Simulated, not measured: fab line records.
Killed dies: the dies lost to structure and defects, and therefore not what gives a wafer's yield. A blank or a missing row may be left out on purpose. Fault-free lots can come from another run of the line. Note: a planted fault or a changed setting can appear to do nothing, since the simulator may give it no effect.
fab line records | flow sky130
[record] lots = 13 | wafers = 39 | last-day = 50
route steps=708 shown VT_ADJUST_LVTN@111 LDD_LDN@302 RES_XHIGH@340 CONTACT@423
lots untouched by any fault: they come from a run of this same line in which no faults occurred
start-h: hours from the record's first day to the start of the lot's first wafer shown | wait-h: hours from the lot's prior step to this one | " unchanged from the row above | L1.1+2: one row covering several wafers at once | - value missing, or start not given | * or withheld: withheld | < > ~ a bound
route shown NAME@n: a module of which the file shows steps, and the number in the route of the first | usual: mean and standard deviation over wafers with no fault | same: alike in all rows | chamber/n: place in a boat | sites: per-site readings | _std_site: their standard deviation | _edge_site: mean of outer sites minus mean of inner sites | radius-mm: for every site, how far away it sits from the centre of the wafer | mask NAME#n: copy n | behind: the last tool/chamber to shape the wafer | hold: what put the lot on hold/how long, in hours/how the hold closed | device: transistor that didn't switch, given as n, p or np | end of line: the tests these same wafers got at the end of their route | step lacking rows: just its recipe | killed: count of dies lost to structure and defects at first sort (not the wafer's yield) | map: shows each die of a wafer: x if killed, . if not, _ if none is there
set.NAME: the run value of the setting; set.NAME@STEP: its run value at that earlier step | model.NAME: the simulator's own value behind a step, which no gauge read
one table for each step of the route and one row for each wafer, over a sample of lots
services: a tool's chamber out of use, with start hour (start-h, from the record's first day; less than 0 if before it), hours out, and reason
[[steps]]
[step SKY_VT_ADJUST_LVTN_SOFTBAKE_14]
[recipe] temp-c = 90 | time-s = 60 | resist = NOVOLAK
[usual] run-length-s = 89.12/0.25
lot.wafer | tool           | chamber | start-h | wait-h | run-length-s
L975.2    | litho-track-03 | 0       | 153.52  | 0.1    | 89.00
L975.3    | "              | 0       | "       | "      | 89.42
L975.6    | "              | 0       | "       | "      | 89.23
L976.1    | litho-track-02 | 0       | 158.65  | 0.1    | 88.73
L976.2    | "              | 0       | "       | "      | 88.82
L976.3    | "              | 0       | "       | "      | 88.69
L977.2    | litho-track-03 | 0       | 167.37  | 0.1    | 89.09
L977.4    | "              | 0       | "       | "      | 89.26
L977.5    | "              | 0       | "       | "      | 89.18
L979.3    | litho-track-03 | 0       | 183.44  | 0.1    | 88.99
L979.4    | "              | 0       | "       | "      | 89.12
L979.5    | "              | 0       | "       | "      | 89.12
L980.2    | litho-track-03 | 0       | 190.07  | 0.1    | 89.31
L980.5    | "              | 0       | "       | "      | 89.06
L980.6    | "              | 0       | "       | "      | 89.10
L983.4    | litho-track-02 | 0       | 206.13  | 0.1    | 108.36
L983.5    | "              | 0       | "       | "      | 108.46
L983.6    | "              | 0       | "       | "      | 108.52
L984.1    | litho-track-02 | 0       | 210.65  | 0.1    | 108.33
L984.2    | "              | 0       | "       | "      | 108.40
L984.3    | "              | 0       | "       | "      | 108.68
L985.4    | litho-track-01 | 0       | 225.04  | 0.1    | 89.41
L985.5    | "              | 0       | "       | "      | 89.37
L985.6    | "              | 0       | "       | "      | 89.32
L993.1    | litho-track-03 | 0       | 274.89  | 0.1    | 89.08
L993.2    | "              | 0       | "       | "      | 89.02
L993.6    | "              | 0       | "       | "      | 89.20
L995.1    | litho-track-01 | 0       | 282.16  | 0.1    | 89.45
L995.3    | "              | 0       | "       | "      | 89.52
L995.6    | "              | 0       | "       | "      | 89.32
L996.3    | litho-track-01 | 0       | 289.61  | 0.1    | 89.41
L996.4    | "              | 0       | "       | "      | 89.34
L996.5    | "              | 0       | "       | "      | 89.34
L997.2    | litho-track-03 | 0       | 302.27  | 0.1    | 89.19
L997.3    | "              | 0       | "       | "      | 89.05
L997.4    | "              | 0       | "       | "      | 89.07
L998.3    | litho-track-02 | 0       | 307.25  | 0.1    | 88.93
L998.4    | "              | 0       | "       | "      | 89.02
L998.5    | "              | 0       | "       | "      | 88.83
[step SKY_LDD_LDN_TW_MEAS_13]
[usual] LDD_LDN_TW = 1489/7.3
lot.wafer | tool          | chamber | start-h | wait-h | LDD_LDN_TW
L975.2    | film-metro-01 | -       | 529.21  | 0.1    | 1489
L975.3    | "             | -       | "       | "      | 1494
L975.6    | "             | -       | "       | "      | 1494
L976.1    | film-metro-04 | -       | 539.97  | 0.1    | 1497
L976.2    | "             | -       | "       | "      | 1496
L976.3    | "             | -       | "       | "      | 1481
L977.2    | film-metro-01 | -       | 547.46  | 0.1    | 1487
L977.4    | "             | -       | "       | "      | 1491
L977.5    | "             | -       | "       | "      | 1489
L979.3    | film-metro-02 | -       | 571.81  | 0.1    | 1485
L979.4    | "             | -       | "       | "      | 1482
L979.5    | "             | -       | "       | "      | 1482
L980.2    | film-metro-02 | -       | 582.28  | 0.1    | 1485
L980.5    | "             | -       | "       | "      | 1484
L980.6    | "             | -       | "       | "      | 1487
L983.4    | film-metro-04 | -       | 599.37  | 0.1    | 1488
L983.5    | "             | -       | "       | "      | 1497
L983.6    | "             | -       | "       | "      | 1497
L984.1    | film-metro-04 | -       | 609.79  | 0.1    | 1491
L984.2    | "             | -       | "       | "      | 1499
L984.3    | "             | -       | "       | "      | 1500
L985.4    | film-metro-01 | -       | 620.80  | 0.1    | 1499
L985.5    | "             | -       | "       | "      | 1498
L985.6    | "             | -       | "       | "      | 1499
L993.1    | film-metro-04 | -       | 681.72  | 0.1    | 1487
L993.2    | "             | -       | "       | "      | 1478
L993.6    | "             | -       | "       | "      | 1491
L996.3    | film-metro-02 | -       | 698.49  | 0.1    | 1481
L996.4    | "             | -       | "       | "      | 1490
L996.5    | "             | -       | "       | "      | 1482
L995.1    | film-metro-01 | -       | 703.69  | 0.1    | 1487
L995.3    | "             | -       | "       | "      | 1487
L995.6    | "             | -       | "       | "      | 1491
L997.2    | film-metro-04 | -       | 713.58  | 0.1    | 1496
L997.3    | "             | -       | "       | "      | 1502
L997.4    | "             | -       | "       | "      | 1500
L998.3    | film-metro-02 | -       | 719.69  | 0.1    | 1478
L998.4    | "             | -       | "       | "      | 1480
L998.5    | "             | -       | "       | "      | 1482
[step SKY_RES_XHIGH_STRIP_08]
[recipe] chemistry = O2/N2 | power-w = 1400 | pressure-mtorr = 1500 | platen-temp-c = withheld | o2-flow-sccm = 3000 | n2-flow-sccm = 300 | overash-fraction = 0.5
[usual] drypump-motor-current-A = 5.7/0.54 | o2-flow-sccm = 3000/9.2 | oes-product-au = 0.711/0.0046 | strip-time-to-endpoint-s = 14.29/0.038
lot.wafer | tool            | chamber | start-h | wait-h | drypump-motor-current-A | o2-flow-sccm | oes-product-au | rf-hours-counter-h | strip-time-to-endpoint-s
L975.2    | plasma-asher-01 | 0       | 620.21  | 0.1    | 5.5                     | 3005         | 0.712          | 85                 | 14.33
L975.3    | "               | 0       | "       | "      | 5.5                     | 3010         | 0.709          | -                  | 14.31
L975.6    | "               | 0       | "       | "      | 5.5                     | 2996         | 0.707          | -                  | 14.32
L976.1    | plasma-asher-03 | 1       | 630.95  | 0.1    | 6.1                     | 2992         | 0.716          | 20                 | 14.24
L976.2    | "               | 0       | "       | "      | 6.6                     | 3009         | 0.713          | 20                 | 14.29
L976.3    | "               | 0       | "       | "      | 6.6                     | 3012         | 0.708          | -                  | 14.29
L977.2    | plasma-asher-04 | 1       | 637.64  | 0.1    | 6.5                     | 3007         | 0.708          | 94                 | 14.27
L977.4    | "               | 0       | "       | "      | 5.2                     | 3005         | 0.714          | -                  | 14.24
L977.5    | "               | 1       | "       | "      | 6.4                     | 2990         | 0.708          | -                  | 14.29
L980.2    | plasma-asher-01 | 1       | 672.50  | 0.1    | 5.2                     | 3018         | 0.712          | 90                 | 14.31
L980.5    | "               | 1       | "       | "      | 5.2                     | 3004         | 0.714          | -                  | 14.31
L980.6    | "               | 0       | "       | "      | 5.5                     | 2995         | 0.711          | -                  | 14.27
L979.3    | plasma-asher-04 | 1       | 672.84  | 0.1    | 6.5                     | 2988         | 0.709          | -                  | 14.28
L979.4    | "               | 0       | "       | "      | 5.1                     | 2995         | 0.714          | -                  | 14.33
L979.5    | "               | 0       | "       | "      | 5.1                     | 3001         | 0.710          | -                  | 14.29
L983.4    | plasma-asher-01 | 1       | 686.42  | 0.1    | 5.2                     | 3010         | 0.711          | -                  | 14.39
L983.5    | "               | 0       | "       | "      | 5.5                     | 3000         | 0.708          | -                  | 14.34
L983.6    | "               | 1       | "       | "      | 5.2                     | 3021         | 0.716          | -                  | 14.39
L984.1    | plasma-asher-04 | 0       | 697.96  | 0.1    | 5.1                     | 2994         | 0.721          | 101                | 14.24
L984.2    | "               | 1       | "       | "      | 6.5                     | 2984         | 0.702          | 101                | 14.31
L984.3    | "               | 1       | "       | "      | 6.5                     | 2994         | 0.710          | -                  | 14.25
L985.4    | plasma-asher-04 | 1       | 708.72  | 0.1    | 6.4                     | 3001         | 0.707          | -                  | 14.31
L985.5    | "               | 1       | "       | "      | 6.4                     | 3011         | 0.713          | -                  | 14.31
L985.6    | "               | 0       | "       | "      | 5.1                     | 2992         | 0.706          | -                  | 14.31
L993.1    | plasma-asher-01 | 1       | 764.61  | 0.1    | 5.2                     | 3010         | 0.705          | 102                | 14.28
L993.2    | "               | 0       | "       | "      | 5.5                     | 2992         | 0.716          | 102                | 14.29
L993.6    | "               | 0       | "       | "      | 5.5                     | 2993         | 0.708          | -                  | 14.29
L996.3    | plasma-asher-03 | 0       | 784.27  | 0.1    | 6.6                     | 2985         | 0.711          | -                  | 14.30
L996.4    | "               | 1       | "       | "      | 6.0                     | 3000         | 0.700          | -                  | 14.28
L996.5    | "               | 0       | "       | "      | 6.6                     | 2991         | 0.708          | -                  | 14.28
L995.1    | plasma-asher-01 | 0       | 787.00  | 0.1    | 5.5                     | 3002         | 0.715          | 104                | 14.25
L995.3    | "               | 1       | "       | "      | 5.2                     | 3002         | 0.710          | -                  | 14.22
L995.6    | "               | 1       | "       | "      | 5.1                     | 3012         | 0.719          | -                  | 14.30
L997.2    | plasma-asher-03 | 0       | 796.24  | 0.1    | 6.6                     | 2997         | 0.704          | 29                 | 14.29
L997.3    | "               | 0       | "       | "      | 6.6                     | 3005         | 0.716          | -                  | 14.31
L997.4    | "               | 1       | "       | "      | 6.0                     | 2993         | 0.715          | -                  | 14.32
L998.3    | plasma-asher-04 | 1       | 801.87  | 0.1    | 6.5                     | 3013         | 0.702          | -                  | 14.30
L998.4    | "               | 0       | "       | "      | 5.2                     | 2992         | 0.716          | -                  | 14.29
L998.5    | "               | 0       | "       | "      | 5.2                     | 2985         | 0.704          | -                  | 14.28
[step SKY_CONTACT_ETCH_17]
[recipe] target = SiO2 | chemistry = C4F8/O2/Ar | stop-on = Si3N4 | mask-material = KrF-thick | source-w = 1500 | bias-w = 1200 | pressure-mtorr = 40 | c4f8-flow-sccm = withheld | O2_flow_sccm = 6 | Ar_flow_sccm = 300 | time-s = withheld | target-depth-a = 3400
[usual] oes-product-au = 0.892/0.0051
lot.wafer | tool        | chamber | start-h | wait-h | oes-product-au
L975.2    | rie-diel-02 | 1       | 737.96  | 0.0    | 0.888
L975.3    | "           | 2       | "       | "      | 0.893
L975.6    | "           | 0       | "       | "      | 0.889
L976.1    | rie-diel-04 | 3       | 747.19  | 0.0    | 0.885
L976.2    | "           | 2       | "       | "      | 0.883
L976.3    | "           | 0       | "       | "      | 0.891
L977.2    | rie-diel-04 | 3       | 752.16  | 0.0    | 0.889
L977.4    | "           | 1       | "       | "      | 0.895
L977.5    | "           | 1       | "       | "      | 0.882
L980.2    | rie-diel-01 | 1       | 787.96  | 0.0    | 0.890
L980.5    | "           | 0       | "       | "      | 0.895
L980.6    | "           | 1       | "       | "      | 0.891
L979.3    | rie-diel-01 | 1       | 788.96  | 0.0    | 0.895
L979.4    | "           | 3       | "       | "      | 0.891
L979.5    | "           | 2       | "       | "      | 0.893
L983.4    | rie-diel-04 | 3       | 798.96  | 0.0    | 0.891
L983.5    | "           | 3       | "       | "      | 0.894
L983.6    | "           | 2       | "       | "      | 0.884
L984.1    | rie-diel-04 | 1       | 809.20  | 0.0    | 0.898
L984.2    | "           | 0       | "       | "      | 0.893
L984.3    | "           | 2       | "       | "      | 0.886
L985.4    | rie-diel-02 | 2       | 821.11  | 0.0    | 0.894
L985.5    | "           | 0       | "       | "      | 0.891
L985.6    | "           | 3       | "       | "      | 0.893
L993.1    | rie-diel-01 | 0       | 873.76  | 0.0    | 0.889
L993.2    | "           | 3       | "       | "      | 0.892
L993.6    | "           | 0       | "       | "      | 0.898
L996.3    | rie-diel-04 | 1       | 893.76  | 0.0    | 0.891
L996.4    | "           | 2       | "       | "      | 0.892
L996.5    | "           | 3       | "       | "      | 0.898
L995.1    | rie-diel-01 | 2       | 894.91  | 0.0    | 0.897
L995.3    | "           | 0       | "       | "      | 0.894
L995.6    | "           | 1       | "       | "      | 0.882
L997.2    | rie-diel-04 | 1       | 906.41  | 0.0    | 0.899
L997.3    | "           | 0       | "       | "      | 0.892
L997.4    | "           | 2       | "       | "      | 0.883
L998.3    | rie-diel-01 | 0       | 910.86  | 0.0    | 0.885
L998.4    | "           | 3       | "       | "      | 0.890
L998.5    | "           | 0       | "       | "      | 0.898
[[services]]
tool            | chamber | start-h | hours | kind
plasma-asher-04 | -       | 131.09  | 0.3   | repair
rie-diel-04     | 1       | 164.11  | 7.5   | repair
rie-diel-04     | 0       | 176.39  | 4.6   | repair
rie-diel-04     | 3       | 187.84  | 10.4  | repair
plasma-asher-04 | -       | 201.56  | 1.4   | repair
plasma-asher-04 | -       | 205.25  | 5.7   | repair
rie-diel-04     | 2       | 205.78  | 4.2   | repair
rie-diel-04     | -       | 264.02  | 0.8   | repair
rie-diel-04     | 3       | 315.81  | 27.6  | repair
rie-diel-04     | -       | 345.68  | 2.8   | pm
plasma-asher-01 | -       | 374.71  | 0.4   | repair
rie-diel-04     | 0       | 470.45  | 14.0  | repair
rie-diel-01     | -       | 490.77  | 10.3  | repair
rie-diel-04     | -       | 541.50  | 1.1   | repair
plasma-asher-04 | -       | 563.14  | 1.4   | repair
rie-diel-01     | 3       | 598.76  | 4.3   | repair
rie-diel-04     | 3       | 601.94  | 12.8  | repair
plasma-asher-04 | -       | 613.84  | 0.6   | repair
rie-diel-01     | -       | 617.92  | 2.8   | pm
rie-diel-04     | -       | 619.83  | 0.3   | repair
rie-diel-04     | 2       | 767.37  | 5.5   | repair
rie-diel-04     | 3       | 820.54  | 7.2   | repair
rie-diel-04     | 0       | 851.15  | 15.5  | repair
rie-diel-04     | -       | 910.42  | 2.1   | repair
[[key]]
[first-sign] step = SKY_VT_ADJUST_LVTN_SOFTBAKE_14 | reading = run-length-s | direction = up | sigmas = 77 | usual = * | struck = *
effect none on later readings
met-at SKY_VT_ADJUST_LVTN_SOFTBAKE_14
struck-lots L983,L984
tester-left-out L983,L984
not-acting-at SKY_LDD_LDN_TW_MEAS_13,SKY_RES_XHIGH_STRIP_08,SKY_CONTACT_ETCH_17
onset-between 158.65 206.13
[fault] kind = process-parameter-drift | tool = litho-track-02 | chamber = - | onset-h = 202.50 | steps = SKY_VT_ADJUST_LVTN_SOFTBAKE_14 | channel = time-s | offset = * | shape = step | end-h = 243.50 | acts-in = * | stated = *
// tester-left-out: of these lots the tester's yield and bins aren't shown, on N5 and GAA mostly nor the transistor test; their killed dies are dies lost to structure and defects alone, not to doping, threshold or leakage, so they don't give the yield
